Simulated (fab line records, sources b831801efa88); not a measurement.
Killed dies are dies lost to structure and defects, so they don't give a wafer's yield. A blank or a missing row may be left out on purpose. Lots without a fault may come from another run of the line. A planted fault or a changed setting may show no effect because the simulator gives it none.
fab line records | flow gf180mcu
record lots=13 wafers=39 last_day=34
route steps=602 shown HV_LDD@197 PSD@261 V1@336
lots that met no fault: from a run of the same line without faults
start_h: hours from the record's first day to the start of the lot's first wafer shown | wait_h: hours since the lot's step before | " the same as in the row above | L1.1+2: a row that stands for several wafers | - no value, or no start given | * or withheld: withheld | < > ~ a bound
route shown NAME@n: a module of which the file shows steps, and the number in the route of the first | usual: mean/standard deviation of fault-free wafers | same: alike in all rows | chamber/n: place in a boat | sites: the reading at each site | _std_site: their standard deviation | _edge_site: outer sites' mean less inner sites' | radius_mm: how far each site lies from the wafer's centre | mask NAME#n: copy n | behind: the tool/chamber that last shaped the wafer | hold: why the lot was held/for how many hours/how that ended | device: the transistor (n, p or np) that didn't switch | end of line: the same wafers' tests at the end of the route | a step without rows: its recipe alone | killed: dies lost to structure and defects at the first sort, not the wafer's yield | map: a wafer's dies, x killed, . not, _ none there
set.NAME: the setting as run; set.NAME@STEP: as run at that earlier step | model.NAME: the simulator's own value behind a step, which no gauge read
steps of the route over a sample of lots; a table a step, a row a wafer
services: from which hour (start_h, from the record's first day; less than 0 if before it) a tool's chamber was out of use, for how many hours, and why
## steps
# step GF_HV_LDD_IMPLANT_21
# recipe species=BF2 energy_kev=24.71 dose_cm2=5e+13 tilt_deg=7
# usual dose_ions_cm2=5e+13/5.6e+10 faraday_current_uA=281/5.7
# columns lot.wafer tool chamber start_h wait_h dose_ions_cm2 faraday_current_uA
L200.1 implanter-01 0 235.50 0.0 5.002e+13 291
L200.3 " 0 " " 5.011e+13 278
L200.4 " 0 " " 5.009e+13 284
L201.1 implanter-03 0 240.66 0.0 4.996e+13 284
L201.3 " 0 " " 4.99e+13 281
L201.5 " 0 " " 4.999e+13 280
L202.1 implanter-01 0 246.61 0.0 5.003e+13 281
L202.2 " 0 " " 5.005e+13 276
L202.3 " 0 " " 5.012e+13 281
L205.2 implanter-02 0 270.34 0.0 5.004e+13 272
L205.3 " 0 " " 4.999e+13 295
L205.4 " 0 " " 5.006e+13 279
L206.1 implanter-02 0 282.61 0.0 4.998e+13 284
L206.3 " 0 " " 5e+13 277
L206.6 " 0 " " 5.002e+13 279
L207.2 implanter-02 0 289.20 0.0 4.992e+13 283
L207.4 " 0 " " 5.003e+13 285
L207.6 " 0 " " 4.999e+13 282
L208.2 implanter-03 0 294.27 0.0 4.991e+13 285
L208.3 " 0 " " 5.001e+13 286
L208.6 " 0 " " 4.991e+13 282
L213.2 implanter-02 0 334.80 0.0 5.002e+13 280
L213.3 " 0 " " 5.007e+13 288
L213.5 " 0 " " 5.003e+13 281
L216.1 implanter-02 0 354.96 0.0 5.001e+13 276
L216.5 " 0 " " 4.995e+13 275
L216.6 " 0 " " 4.998e+13 287
L217.1 implanter-01 0 361.28 0.0 4.199e+13 226
L217.2 " 0 " " 4.198e+13 238
L217.5 " 0 " " 4.2e+13 232
L220.3 implanter-01 0 387.55 0.1 4.194e+13 233
L220.4 " 0 " " 4.197e+13 233
L220.5 " 0 " " 4.196e+13 225
L221.2 implanter-02 0 391.97 0.0 4.995e+13 276
L221.4 " 0 " " 4.998e+13 282
L221.6 " 0 " " 5.002e+13 282
L222.1 implanter-02 0 404.62 0.0 4.998e+13 288
L222.2 " 0 " " 5.008e+13 284
L222.6 " 0 " " 4.997e+13 287
# step GF_HV_LDD_TW_MEAS_23
# usual HV_LDD_2_TW=1056/10
# columns lot.wafer tool chamber start_h wait_h hold HV_LDD_2_TW
L200.1 film_metro-04 - 235.75 0.1 - 1072
L200.3 " - " " - 1077
L200.4 " - " " - 1073
L201.1 film_metro-03 - 240.91 0.1 - 1052
L201.3 " - " " - 1055
L201.5 " - " " - 1055
L202.1 film_metro-04 - 246.86 0.1 - 1069
L202.2 " - " " - 1073
L202.3 " - " " - 1066
L205.2 film_metro-02 - 270.57 0.1 - 1049
L205.3 " - " " - 1048
L205.4 " - " " - 1052
L206.1 film_metro-02 - 282.86 0.1 - 1051
L206.3 " - " " - 1041
L206.6 " - " " - 1047
L207.2 film_metro-02 - 289.44 0.1 - 1049
L207.4 " - " " - 1046
L207.6 " - " " - 1047
L208.2 film_metro-02 - 294.51 0.1 - 1051
L208.3 " - " " - 1048
L208.6 " - " " - 1043
L213.2 film_metro-04 - 335.03 0.1 - 1075
L213.3 " - " " - 1078
L213.5 " - " " - 1077
L216.1 film_metro-02 - 355.21 0.1 - 1048
L216.5 " - " " - 1054
L216.6 " - " " - 1052
L217.1 film_metro-02 - 361.53 0.1 await_dispo/0.2h/release 988
L217.2 " - " " await_dispo/0.2h/release 995
L217.5 " - " " await_dispo/0.2h/release 995
L217.1 film_metro-02 - 361.76 0.2 - 989
L217.2 " - " " - 991
L217.5 " - " " - 995
L220.3 film_metro-02 - 387.78 0.1 await_dispo/0.2h/release 993
L220.4 " - " " await_dispo/0.2h/release 991
L220.5 " - " " await_dispo/0.2h/release 989
L220.3 film_metro-02 - 388.00 0.2 - 989
L220.4 " - " " - 991
L220.5 " - " " - 995
L221.2 film_metro-04 - 392.21 0.1 - 1069
L221.4 " - " " - 1072
L221.6 " - " " - 1071
L222.1 film_metro-02 - 404.87 0.1 - 1049
L222.2 " - " " - 1051
L222.6 " - " " - 1046
# step GF_PSD_RTA_13
# recipe temp_c=1025 time_s=20 ambient=N2
# usual lamp_power_pct=34.68/0.24 wafer_temp_C_max=1029.0/0.85
# same time_s=20
# columns lot.wafer tool chamber start_h wait_h lamp_power_pct wafer_temp_C_max
L200.1 rtp_anneal-01 0 318.85 0.0 35.02 1029.0
L200.3 " 0 " " 35.00 1029.0
L200.4 " 0 " " 35.02 1028.5
L201.1 rtp_anneal-02 0 325.12 0.0 34.48 1028.8
L201.3 " 0 " " 34.54 1029.8
L201.5 " 0 " " 34.45 1030.2
L202.1 rtp_anneal-02 0 330.42 0.0 34.46 1028.6
L202.2 " 0 " " 34.52 1027.2
L202.3 " 0 " " 34.54 1029.1
L205.2 rtp_anneal-01 0 357.73 0.0 34.99 1029.9
L205.3 " 0 " " 34.95 1028.3
L205.4 " 0 " " 34.96 1029.4
L206.1 rtp_anneal-02 0 369.04 0.0 34.45 1030.4
L206.3 " 0 " " 34.50 1029.0
L206.6 " 0 " " 34.53 1027.8
L207.2 rtp_anneal-02 0 379.31 0.0 34.47 1028.7
L207.4 " 0 " " 34.51 1029.9
L207.6 " 0 " " 34.53 1028.2
L208.2 rtp_anneal-01 0 382.36 0.0 35.02 1030.5
L208.3 " 0 " " 35.00 1030.5
L208.6 " 0 " " 34.94 1030.2
L213.2 rtp_anneal-02 0 427.71 0.0 34.44 1030.1
L213.3 " 0 " " 34.50 1028.4
L213.5 " 0 " " 34.44 1030.0
L216.1 rtp_anneal-02 0 451.18 0.0 34.53 1030.1
L216.5 " 0 " " 34.54 1027.5
L216.6 " 0 " " 34.50 1028.9
L217.1 rtp_anneal-01 0 458.10 0.0 34.98 1028.8
L217.2 " 0 " " 34.99 1028.5
L217.5 " 0 " " 35.02 1028.7
L220.3 rtp_anneal-02 0 487.22 0.0 34.47 1028.1
L220.4 " 0 " " 34.49 1028.9
L220.5 " 0 " " 34.50 1028.2
L221.2 rtp_anneal-01 0 491.92 0.0 34.97 1027.7
L221.4 " 0 " " 35.00 1028.8
L221.6 " 0 " " 34.94 1028.6
L222.1 rtp_anneal-01 0 503.82 0.0 35.02 1028.0
L222.2 " 0 " " 34.98 1029.1
L222.6 " 0 " " 34.99 1029.9
# step GF_V1_THK_MEAS_01
# recipe reads=SiO2_of_V1_CVD_00
# usual V1_CVD_00_THK=604/6.6
# columns lot.wafer tool chamber start_h wait_h V1_CVD_00_THK[nm]
L200.1 film_metro-02 - 387.57 0.2 605
L200.3 " - " " 603
L200.4 " - " " 609
L201.1 film_metro-02 - 393.93 0.0 601
L201.3 " - " " 594
L201.5 " - " " 597
L202.1 film_metro-01 - 399.40 0.0 608
L202.2 " - " " 604
L202.3 " - " " 609
L205.2 film_metro-02 - 427.98 0.0 616
L205.3 " - " " 610
L205.4 " - " " 617
L206.1 film_metro-02 - 442.24 0.0 606
L206.3 " - " " 601
L206.6 " - " " 614
L207.2 film_metro-01 - 453.28 0.0 607
L207.4 " - " " 606
L207.6 " - " " 599
L208.2 film_metro-02 - 458.82 0.0 604
L208.3 " - " " 598
L208.6 " - " " 602
L213.2 film_metro-02 - 503.79 0.0 608
L213.3 " - " " 605
L213.5 " - " " 605
L216.1 film_metro-01 - 526.38 0.1 605
L216.5 " - " " 609
L216.6 " - " " 609
L217.1 film_metro-01 - 532.57 0.0 591
L217.2 " - " " 591
L217.5 " - " " 599
L220.3 film_metro-01 - 561.11 0.1 609
L220.4 " - " " 612
L220.5 " - " " 616
L221.2 film_metro-02 - 565.97 0.0 614
L221.4 " - " " 611
L221.6 " - " " 595
L222.1 film_metro-02 - 575.55 0.0 613
L222.2 " - " " 609
L222.6 " - " " 604
# step GF_V1_CVD_02
# recipe material=SiO2 target_thk_nm=850 precursor=TEOS temp_c=400 time_s=94.851 rf_w=600
# usual heater_power_w=648/120
# same time_s=94.851
# columns lot.wafer tool chamber start_h wait_h heater_power_w
L200.1 pecvd-03 1 387.63 0.1 556
L200.3 " 2 " " 594
L200.4 " 2 " " 661
L201.1 pecvd-02 2 393.99 0.1 673
L201.3 " 1 " " 680
L201.5 " 1 " " 714
L202.1 pecvd-03 0 399.46 0.1 551
L202.2 " 1 " " 469
L202.3 " 2 " " 562
L205.2 pecvd-03 0 428.03 0.0 650
L205.3 " 2 " " 648
L205.4 " 1 " " 530
L206.1 pecvd-03 2 442.30 0.1 690
L206.3 " 0 " " 611
L206.6 " 0 " " 642
L207.2 pecvd-04 2 453.33 0.0 620
L207.4 " 1 " " 921
L207.6 " 0 " " 616
L208.2 pecvd-04 0 458.87 0.0 640
L208.3 " 2 " " 522
L208.6 " 0 " " 680
L213.2 pecvd-02 2 503.84 0.0 700
L213.3 " 1 " " 594
L213.5 " 2 " " 573
L216.1 pecvd-04 0 526.44 0.1 651
L216.5 " 1 " " 969
L216.6 " 0 " " 680
L217.1 pecvd-03 1 532.63 0.1 440
L217.2 " 2 " " 658
L217.5 " 0 " " 660
L220.3 pecvd-04 1 561.15 0.0 827
L220.4 " 0 " " 675
L220.5 " 2 " " 498
L221.2 pecvd-03 0 566.02 0.0 661
L221.4 " 1 " " 494
L221.6 " 2 " " 660
L222.1 pecvd-04 2 575.61 0.1 635
L222.2 " 1 " " 867
L222.6 " 1 " " 936
## services
# columns tool chamber start_h hours kind
implanter-02 - 218.68 2.1 pm
implanter-03 - 225.08 1.0 repair
implanter-02 - 229.62 2.0 repair
pecvd-03 0 239.11 8.6 repair
rtp_anneal-02 - 241.90 4.4 pm
pecvd-02 1 253.37 2.8 repair
implanter-02 - 296.39 5.9 pm
implanter-01 - 296.60 3.9 pm
implanter-01 - 308.17 4.0 repair
rtp_anneal-01 - 308.32 3.7 pm
implanter-01 - 348.57 2.9 repair
implanter-02 - 363.01 1.4 repair
pecvd-03 0 372.48 1.7 repair
implanter-02 - 376.64 0.7 repair
implanter-01 - 392.31 1.5 repair
pecvd-04 - 392.71 3.4 repair
pecvd-04 - 431.18 5.5 pm
implanter-01 - 449.60 2.4 repair
pecvd-04 - 470.79 2.8 pm
pecvd-03 1 504.86 20.4 repair
implanter-01 - 508.05 30.0 pm
implanter-01 - 541.21 2.2 repair
pecvd-04 1 548.24 6.8 repair
implanter-01 - 551.49 0.7 repair
## key
first_sign step=GF_HV_LDD_IMPLANT_21 reading=dose_ions_cm2 direction=down sigmas=99+ usual=5e+13 struck=4.197e+13
effect step=GF_HV_LDD_IMPLANT_21 reading=faraday_current_uA direction=down sigmas=8.8 usual=281 struck=231
effect step=GF_HV_LDD_TW_MEAS_23 reading=visit direction=added
effect step=GF_HV_LDD_TW_MEAS_23 reading=HV_LDD_2_TW direction=down sigmas=6.3 usual=1056 struck=992
met_at GF_HV_LDD_IMPLANT_21
struck_lots L217,L220
tester_left_out L217,L220
not_acting_at GF_PSD_RTA_13,GF_V1_THK_MEAS_01,GF_V1_CVD_02
onset_between 246.61 361.28
fault kind=process_parameter_drift tool=implanter-01 chamber=- onset_h=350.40 steps=GF_HV_LDD_IMPLANT_21 channel=dose_cm2 offset=-8.0386e+12 shape=step end_h=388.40 acts_in=these_recipes_only stated=5e+13
# tester_left_out: of these lots the tester's yield and bins aren't shown, on N5 and GAA mostly nor the transistor test; their killed dies are dies lost to structure and defects alone, not to doping, threshold or leakage, so they don't give the yield
